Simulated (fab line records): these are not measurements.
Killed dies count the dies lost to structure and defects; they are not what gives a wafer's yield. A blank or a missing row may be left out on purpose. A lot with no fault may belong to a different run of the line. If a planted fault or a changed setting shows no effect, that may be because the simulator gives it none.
fab line records + flow gf180mcu
record:
- lots: 6
- wafers: 18
- last_day: 30
route steps=602 shown V3@455 M4@456
lots that met no fault: taken from a fault-free run of the same line
start_h: the number of hours between the record's first day and the start of the first shown wafer of the lot + wait_h: hours since the lot's step before + " as in the row above + L1.1+2: one row covering several wafers at once + - value missing, or start not given + * or withheld: withheld + < > ~ a bound
route shown NAME@n: a module of which the file shows steps, and the number in the route of the first + usual: mean/standard deviation of fault-free wafers + same: alike in all rows + chamber/n: place in a boat + sites: each site's reading + _std_site: their standard deviation + _edge_site: inner sites' mean taken away from outer sites' mean + radius_mm: how far each site lies from the wafer's centre + mask NAME#n: copy n + behind: the tool/chamber that last shaped the wafer + hold: the reason the lot was held/the length of the hold in hours/how it ended + device: which transistor (n, p or np) failed to switch + end of line: tests run on the same wafers once the route is complete + where a step has no rows: the recipe by itself + killed: count of dies lost to structure and defects at first sort (not the wafer's yield) + map: per-die view of a wafer (x killed, . not killed, _ where there is no die)
set.NAME: the run value of the setting; set.NAME@STEP: its run value at that earlier step + model.NAME: the simulator's own value behind a step, which no gauge read
a table for each step, a row for each wafer; lots at some steps of the route
services: the hour from which a tool's chamber was out of use, counted from the record's first day as start_h (under 0 if before that day), plus the number of hours and why
== steps ==
step: GF_V3_CMP_26
recipe:
- stop_on: SiO2
- down_force_psi: 3.5
- platen_rpm: 60
- t_overpolish_s: 15
- target_thk_nm: 0
- pad_velocity_m_s: 0.94248
usual:
- motor_current_A: 11.2/0.81
- overpolish_run_s: 15.001/0.0095
- time_to_endpoint_s: 83/4.4
| lot.wafer | tool   | chamber | start_h | wait_h | motor_current_A | overpolish_run_s | time_to_endpoint_s |
|-----------|--------|---------|---------|--------|-----------------|------------------|--------------------|
| L640.2    | cmp-01 | 2       | 513.44  | 0.0    | 10.5            | 14.985           | 86                 |
| L640.1    | "      | 3       | "       | "      | 11.4            | 15.003           | 80                 |
| L640.4    | "      | 1       | "       | "      | 11.0            | 15.002           | 78                 |
| L641.3    | cmp-02 | 2       | 522.87  | 0.0    | 11.1            | 14.990           | 84                 |
| L641.2    | "      | 0       | "       | "      | 11.8            | 15.012           | 87                 |
| L641.4    | "      | 1       | "       | "      | 12.8            | 15.015           | 75                 |
| L644.4    | cmp-02 | 3       | 553.59  | 0.3    | 10.2            | 15.001           | 76                 |
| L644.6    | "      | 1       | "       | "      | 13.0            | 15.004           | 72                 |
| L644.5    | "      | 2       | "       | "      | 10.8            | 15.020           | 82                 |
| L645.3    | cmp-01 | 1       | 560.98  | 0.1    | 11.9            | 15.006           | 80                 |
| L645.2    | "      | 2       | "       | "      | 9.8             | 14.989           | 86                 |
| L645.5    | "      | 0       | "       | "      | 10.9            | 15.002           | 90                 |
| L662.1    | cmp-01 | 2       | 692.61  | 0.1    | 10.2            | 14.997           | 86                 |
| L662.2    | "      | 0       | "       | "      | 10.8            | 14.989           | 90                 |
| L662.4    | "      | 1       | "       | "      | 12.0            | 15.001           | 81                 |
| L663.3    | cmp-01 | 1       | 695.54  | 0.0    | 11.9            | 15.000           | 84                 |
| L663.2    | "      | 2       | "       | "      | 11.3            | 14.996           | 87                 |
| L663.5    | "      | 1       | "       | "      | 11.7            | 14.974           | 86                 |
step: GF_M4_SPUTTER_00
recipe:
- material: Ti
- target_thk_nm: 37.5
- arriving_ion_energy_ev: 80
- substrate_temp_c: 200
- chamber_pressure_pa: 2
- power_w: 4000
- time_s: 150
step: GF_M4_SPUTTER_01
recipe:
- material: TiN
- target_thk_nm: 30
- power_w: 6500
- time_s: 25
- chamber_pressure_pa: 0.4
usual:
- throttle_valve_pct: 30.8/1
| lot.wafer | tool           | chamber | start_h | wait_h | throttle_valve_pct |
|-----------|----------------|---------|---------|--------|--------------------|
| L640.1    | pvd_sputter-03 | -       | 513.84  | 0.1    | 30.0               |
| L640.2    | "              | -       | "       | "      | 32.2               |
| L640.4    | "              | -       | "       | "      | 30.2               |
| L641.2    | pvd_sputter-02 | -       | 523.27  | 0.1    | 31.1               |
| L641.3    | "              | -       | "       | "      | 30.6               |
| L641.4    | "              | -       | "       | "      | 30.8               |
| L644.4    | pvd_sputter-01 | -       | 553.90  | 0.0    | 30.5               |
| L644.5    | "              | -       | "       | "      | 28.7               |
| L644.6    | "              | -       | "       | "      | 30.9               |
| L645.2    | pvd_sputter-01 | -       | 561.28  | 0.1    | 30.3               |
| L645.3    | "              | -       | "       | "      | 30.7               |
| L645.5    | "              | -       | "       | "      | 28.8               |
| L662.1    | pvd_sputter-03 | -       | 693.01  | 0.1    | 30.4               |
| L662.2    | "              | -       | "       | "      | 32.6               |
| L662.4    | "              | -       | "       | "      | 31.7               |
| L663.2    | pvd_sputter-03 | -       | 695.94  | 0.1    | 32.2               |
| L663.3    | "              | -       | "       | "      | 31.9               |
| L663.5    | "              | -       | "       | "      | 31.9               |
step: GF_M4_SPUTTER_02
recipe:
- material: AlCu
- target_thk_nm: 450
- power_w: 10600
- time_s: 23.9
- chamber_pressure_pa: 0.4
usual:
- throttle_valve_pct: 30.7/1
| lot.wafer | tool           | chamber | start_h | wait_h | throttle_valve_pct |
|-----------|----------------|---------|---------|--------|--------------------|
| L640.1    | pvd_sputter-03 | -       | 513.87  | 0.0    | 30.5               |
| L640.2    | "              | -       | "       | "      | 32.3               |
| L640.4    | "              | -       | "       | "      | 30.2               |
| L641.2    | pvd_sputter-02 | -       | 523.30  | 0.0    | 30.9               |
| L641.3    | "              | -       | "       | "      | 30.8               |
| L641.4    | "              | -       | "       | "      | 30.8               |
| L644.4    | pvd_sputter-01 | -       | 553.93  | 0.0    | 30.5               |
| L644.5    | "              | -       | "       | "      | 28.7               |
| L644.6    | "              | -       | "       | "      | 30.7               |
| L645.2    | pvd_sputter-01 | -       | 561.31  | 0.0    | 30.1               |
| L645.3    | "              | -       | "       | "      | 30.4               |
| L645.5    | "              | -       | "       | "      | 28.9               |
| L662.1    | pvd_sputter-03 | -       | 693.04  | 0.0    | 30.4               |
| L662.2    | "              | -       | "       | "      | 32.2               |
| L662.4    | "              | -       | "       | "      | 32.1               |
| L663.2    | pvd_sputter-03 | -       | 695.97  | 0.0    | 32.2               |
| L663.3    | "              | -       | "       | "      | 32.1               |
| L663.5    | "              | -       | "       | "      | 32.1               |
step: GF_M4_SPUTTER_03
recipe:
- material: Ti
- target_thk_nm: 10
- substrate_temp_c: 300
- chamber_pressure_pa: 0.3
- power_w: 3000
- time_s: 6.7
usual:
- throttle_valve_pct: 30.8/0.98
| lot.wafer | tool           | chamber | start_h | wait_h | throttle_valve_pct |
|-----------|----------------|---------|---------|--------|--------------------|
| L640.1    | pvd_sputter-03 | -       | 513.90  | 0.0    | 30.6               |
| L640.2    | "              | -       | "       | "      | 32.1               |
| L640.4    | "              | -       | "       | "      | 30.1               |
| L641.2    | pvd_sputter-02 | -       | 523.33  | 0.0    | 30.9               |
| L641.3    | "              | -       | "       | "      | 30.6               |
| L641.4    | "              | -       | "       | "      | 31.0               |
| L644.4    | pvd_sputter-01 | -       | 553.96  | 0.0    | 30.3               |
| L644.5    | "              | -       | "       | "      | 29.1               |
| L644.6    | "              | -       | "       | "      | 30.9               |
| L645.2    | pvd_sputter-01 | -       | 561.34  | 0.0    | 30.5               |
| L645.3    | "              | -       | "       | "      | 30.9               |
| L645.5    | "              | -       | "       | "      | 28.7               |
| L662.1    | pvd_sputter-03 | -       | 693.07  | 0.0    | 30.7               |
| L662.2    | "              | -       | "       | "      | 32.3               |
| L662.4    | "              | -       | "       | "      | 32.1               |
| L663.2    | pvd_sputter-03 | -       | 696.00  | 0.0    | 32.4               |
| L663.3    | "              | -       | "       | "      | 31.9               |
| L663.5    | "              | -       | "       | "      | 31.7               |
step: GF_M4_SPUTTER_04
recipe:
- material: TiN
- target_thk_nm: 50
- power_w: 6500
- time_s: 41.7
- chamber_pressure_pa: 0.4
usual:
- throttle_valve_pct: 30.8/1
| lot.wafer | tool           | chamber | start_h | wait_h | throttle_valve_pct |
|-----------|----------------|---------|---------|--------|--------------------|
| L640.1    | pvd_sputter-03 | -       | 513.92  | 0.0    | 30.4               |
| L640.2    | "              | -       | "       | "      | 32.1               |
| L640.4    | "              | -       | "       | "      | 30.1               |
| L641.2    | pvd_sputter-02 | -       | 523.35  | 0.0    | 31.1               |
| L641.3    | "              | -       | "       | "      | 30.4               |
| L641.4    | "              | -       | "       | "      | 30.9               |
| L644.4    | pvd_sputter-01 | -       | 553.99  | 0.0    | 30.3               |
| L644.5    | "              | -       | "       | "      | 28.8               |
| L644.6    | "              | -       | "       | "      | 30.8               |
| L645.2    | pvd_sputter-01 | -       | 561.36  | 0.0    | 30.5               |
| L645.3    | "              | -       | "       | "      | 30.8               |
| L645.5    | "              | -       | "       | "      | 28.9               |
| L662.1    | pvd_sputter-03 | -       | 693.09  | 0.0    | 30.4               |
| L662.2    | "              | -       | "       | "      | 32.1               |
| L662.4    | "              | -       | "       | "      | 32.1               |
| L663.2    | pvd_sputter-03 | -       | 696.02  | 0.0    | 32.0               |
| L663.3    | "              | -       | "       | "      | 32.0               |
| L663.5    | "              | -       | "       | "      | 32.0               |
step: GF_M4_RS_MEAS_05
recipe:
- thk_meas_gauge: four-point-probe
- reads: TiN_of_M4_SPUTTER_04+Ti_of_M4_SPUTTER_03+AlCu_of_M4_SPUTTER_02+TiN_of_M4_SPUTTER_01+Ti_of_M4_SPUTTER_00
usual:
- M4_ALCU_RS: 0.0695/0.0009
| lot.wafer | tool          | chamber | start_h | wait_h | M4_ALCU_RS[ohm/sq] |
|-----------|---------------|---------|---------|--------|--------------------|
| L640.1    | film_metro-02 | -       | 513.96  | 0.0    | 0.0687             |
| L640.2    | "             | -       | "       | "      | 0.0693             |
| L640.4    | "             | -       | "       | "      | 0.0703             |
| L641.2    | film_metro-04 | -       | 523.41  | 0.0    | 0.0718             |
| L641.3    | "             | -       | "       | "      | 0.0702             |
| L641.4    | "             | -       | "       | "      | 0.0697             |
| L644.4    | film_metro-02 | -       | 554.07  | 0.1    | 0.0692             |
| L644.5    | "             | -       | "       | "      | 0.0698             |
| L644.6    | "             | -       | "       | "      | 0.0698             |
| L645.2    | film_metro-04 | -       | 561.42  | 0.0    | 0.0693             |
| L645.3    | "             | -       | "       | "      | 0.0694             |
| L645.5    | "             | -       | "       | "      | 0.0696             |
| L662.1    | film_metro-04 | -       | 693.13  | 0.0    | 0.0689             |
| L662.2    | "             | -       | "       | "      | 0.0680             |
| L662.4    | "             | -       | "       | "      | 0.0703             |
| L663.2    | film_metro-04 | -       | 696.08  | 0.0    | 0.0688             |
| L663.3    | "             | -       | "       | "      | 0.0704             |
| L663.5    | "             | -       | "       | "      | 0.0707             |
step: GF_M4_THK_MEAS_06
recipe:
- thk_meas_gauge: xrf
- reads: AlCu_of_M4_SPUTTER_02
usual:
- M4_ALCU_THK: 453/6.3
| lot.wafer | tool          | chamber | start_h | wait_h | M4_ALCU_THK[nm] |
|-----------|---------------|---------|---------|--------|-----------------|
| L640.1    | film_metro-02 | -       | 514.08  | 0.1    | 456             |
| L640.2    | "             | -       | "       | "      | 453             |
| L640.4    | "             | -       | "       | "      | 447             |
| L641.2    | film_metro-04 | -       | 523.52  | 0.1    | 443             |
| L641.3    | "             | -       | "       | "      | 451             |
| L641.4    | "             | -       | "       | "      | 456             |
| L644.4    | film_metro-02 | -       | 554.16  | 0.1    | 456             |
| L644.5    | "             | -       | "       | "      | 449             |
| L644.6    | "             | -       | "       | "      | 450             |
| L645.2    | film_metro-04 | -       | 561.53  | 0.1    | 459             |
| L645.3    | "             | -       | "       | "      | 454             |
| L645.5    | "             | -       | "       | "      | 454             |
| L662.1    | film_metro-04 | -       | 693.25  | 0.1    | 460             |
| L662.2    | "             | -       | "       | "      | 466             |
| L662.4    | "             | -       | "       | "      | 451             |
| L663.2    | film_metro-04 | -       | 696.19  | 0.1    | 461             |
| L663.3    | "             | -       | "       | "      | 451             |
| L663.5    | "             | -       | "       | "      | 448             |
step: GF_M4_DEHYDRATE_07
recipe:
- temp_c: 200
- time_s: 60
step: GF_M4_HMDS_08
recipe:
- prime_time_s: 60
- prime_temp_c: 120
step: GF_M4_COAT_09
recipe:
- resist: KrF
- spin_rpm: withheld
- resist_thk_nm: 1000
step: GF_M4_SOFTBAKE_10
recipe:
- temp_c: 130
- time_s: 60
- resist: KrF
step: GF_M4_EXPOSE_11
recipe:
- mask_id: Metal4
- target_cd_nm: 280
- na: 0.68
- source_shape: conventional
- sigma_outer: 0.6
- dose_mj: 28
usual:
- exposure_dose_mJ_cm2: 28.20/0.25
- focus_offset_nm: 0.0/0.46
- reticle_temp_C: 23.00/0.11
| lot.wafer | tool           | chamber | start_h | wait_h | mask     | exposure_dose_mJ_cm2 | focus_offset_nm | reticle_temp_C |
|-----------|----------------|---------|---------|--------|----------|----------------------|-----------------|----------------|
| L640.1    | krf_scanner-02 | 0       | 525.87  | -      | Metal4#0 | 27.96                | -0.6            | 22.95          |
| L640.2    | "              | 0       | "       | "      | Metal4#0 | 27.98                | 0.3             | 22.94          |
| L640.4    | "              | 0       | "       | "      | Metal4#0 | 27.95                | -0.7            | 22.91          |
| L641.2    | krf_scanner-01 | 0       | 535.23  | -      | Metal4#0 | 28.45                | 0.0             | 22.92          |
| L641.3    | "              | 0       | "       | "      | Metal4#0 | 28.44                | 0.7             | 23.01          |
| L641.4    | "              | 0       | "       | "      | Metal4#0 | 28.40                | -0.1            | 23.01          |
| L644.4    | krf_scanner-01 | 0       | 565.46  | -      | Metal4#0 | 28.45                | 0.2             | 22.88          |
| L644.5    | "              | 0       | "       | "      | Metal4#0 | 28.50                | 0.0             | 22.86          |
| L644.6    | "              | 0       | "       | "      | Metal4#0 | 28.41                | -0.1            | 22.88          |
| L645.2    | krf_scanner-01 | 0       | 572.36  | -      | Metal4#0 | 28.45                | -0.1            | 23.08          |
| L645.3    | "              | 0       | "       | "      | Metal4#0 | 28.45                | 0.4             | 22.91          |
| L645.5    | "              | 0       | "       | "      | Metal4#0 | 28.45                | 0.3             | 23.08          |
| L662.1    | krf_scanner-01 | -       | 702.26  | -      | Metal4#0 | -                    | -               | -              |
| L662.2    | "              | -       | "       | "      | Metal4#0 | -                    | -               | -              |
| L662.4    | "              | -       | "       | "      | Metal4#0 | -                    | -               | -              |
| L663.2    | krf_scanner-02 | -       | 704.99  | -      | Metal4#0 | -                    | -               | -              |
| L663.3    | "              | -       | "       | "      | Metal4#0 | -                    | -               | -              |
| L663.5    | "              | -       | "       | "      | Metal4#0 | -                    | -               | -              |
step: GF_M4_PEB_12
recipe:
- peb_temp_c: 135
- peb_time_s: 90
- resist: KrF
== services ==
| tool           | chamber | start_h | hours | kind   |
|----------------|---------|---------|-------|--------|
| krf_scanner-02 | -       | 496.05  | 0.8   | pm     |
| cmp-02         | -       | 516.91  | 0.6   | repair |
| krf_scanner-01 | -       | 520.71  | 4.4   | pm     |
| pvd_sputter-01 | -       | 525.14  | 7.5   | repair |
| krf_scanner-01 | -       | 525.72  | 1.0   | pm     |
| krf_scanner-01 | -       | 531.27  | 1.3   | pm     |
| krf_scanner-02 | -       | 541.14  | 1.0   | pm     |
| cmp-01         | -       | 551.87  | 8.7   | pm     |
| pvd_sputter-02 | -       | 556.04  | 0.9   | repair |
| krf_scanner-01 | -       | 568.01  | 0.8   | pm     |
| cmp-01         | -       | 572.00  | 4.0   | pm     |
| cmp-01         | -       | 574.24  | 2.2   | repair |
| krf_scanner-02 | -       | 581.95  | 4.4   | pm     |
| cmp-01         | -       | 605.53  | 1.4   | repair |
| cmp-02         | -       | 616.41  | 1.1   | repair |
| cmp-01         | -       | 623.81  | 1.3   | repair |
| cmp-01         | -       | 638.51  | 0.9   | repair |
| krf_scanner-01 | -       | 642.89  | 3.6   | pm     |
| krf_scanner-02 | -       | 657.07  | 1.3   | pm     |
| krf_scanner-02 | -       | 664.85  | 0.8   | pm     |
| krf_scanner-01 | -       | 673.16  | 0.6   | repair |
| cmp-02         | -       | 673.44  | 11.1  | pm     |
| krf_scanner-01 | -       | 694.72  | 1.0   | pm     |
| pvd_sputter-03 | -       | 700.07  | 2.1   | repair |
== key ==
first_sign:
- step: GF_M4_EXPOSE_11
- reading: tool_record
- direction: missing
effect none on later readings
met_at GF_M4_EXPOSE_11
struck_wafers L662.1,L662.2,L662.4,L663.2,L663.3,L663.5
later_rows_left_out L662.1,L662.2,L662.4,L663.2,L663.3,L663.5
sort_left_out L662.1,L662.2,L662.4,L663.2,L663.3,L663.5
onset_between 572.36 702.26
fault:
- kind: skipped_step_whole
- tool: krf_scanner-01,krf_scanner-02
- chamber: -
- onset_h: 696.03
- steps: GF_M4_EXPOSE_11
- scope: struck_lots_only
sort_left_out: the simulated sort isn't trusted on such a fault, so these wafers' sort isn't shown, and their yield isn't known
later_rows_left_out: the simulator's readings of these wafers behind a module that went badly wrong aren't trusted and aren't shown, but for the sort
